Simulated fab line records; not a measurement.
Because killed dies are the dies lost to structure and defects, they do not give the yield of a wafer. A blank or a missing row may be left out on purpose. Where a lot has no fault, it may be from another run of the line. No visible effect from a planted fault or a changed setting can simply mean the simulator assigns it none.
Matching of chambers    flow gf180mcu    cmp-01 running GF_STI_CMP_25: 4 sister chambers
The step polishes, stops on Si3N4, t overpolish 33 s, target thk 524.6 nm. 8 wafers are shown with their chamber, then 7 later ones without.

EACH WAFER AND ITS CHAMBER
wafer   chamber  motor current A (A)  time to endpoint s (s)
L545.5  3        14.0                 124
L545.6  2        12.4                 113
L546.3  0        12.4                 123
L553.1  3        14.2                 120
L553.3  0        13.2                 119
L553.4  1        12.4                 120
L555.2  2        13.0                 116
L555.4  1        12.8                 122

WAFERS WITH NO CHAMBER GIVEN
wafer   motor current A (A)  time to endpoint s (s)
L555.5  14.1                 123
L557.2  13.3                 121
L557.3  14.0                 126
L557.5  13.2                 122
L558.1  14.2                 115
L558.2  12.6                 123
L558.3  13.0                 117

WHICH CHAMBER EACH ONE RAN IN
wafer   from the rows above                in truth
L555.5  3                                  3
L557.2  can't be placed: 0 or 1 or 3 or 2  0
L557.3  3                                  3
L557.5  can't be placed: 0 or 1 or 3       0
L558.1  can't be placed: 3 or 2 or 0 or 1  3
L558.2  can't be placed: 1 or 0            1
L558.3  can't be placed: 2 or 0 or 1       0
Correct placement for 2 of the 7. From these rows, 5 cannot be placed; in 5 the true chamber is one of the candidates. Wrongly placed: 0.
How it was worked out, from the rows above alone: a wafer's distance from a chamber is the root of the sum, over the readings, of the square of ((its reading less the chamber's mean) divided by the reading's scatter). The wafer belongs to the nearest chamber; if the next one is less than 2 further off, it can't be placed. The mean given for a chamber averages the wafers shown for that chamber. The scatter is the square root of a quotient: the sum, over the shown wafers, of each reading's squared deviation from its chamber's mean, divided by wafers minus chambers.
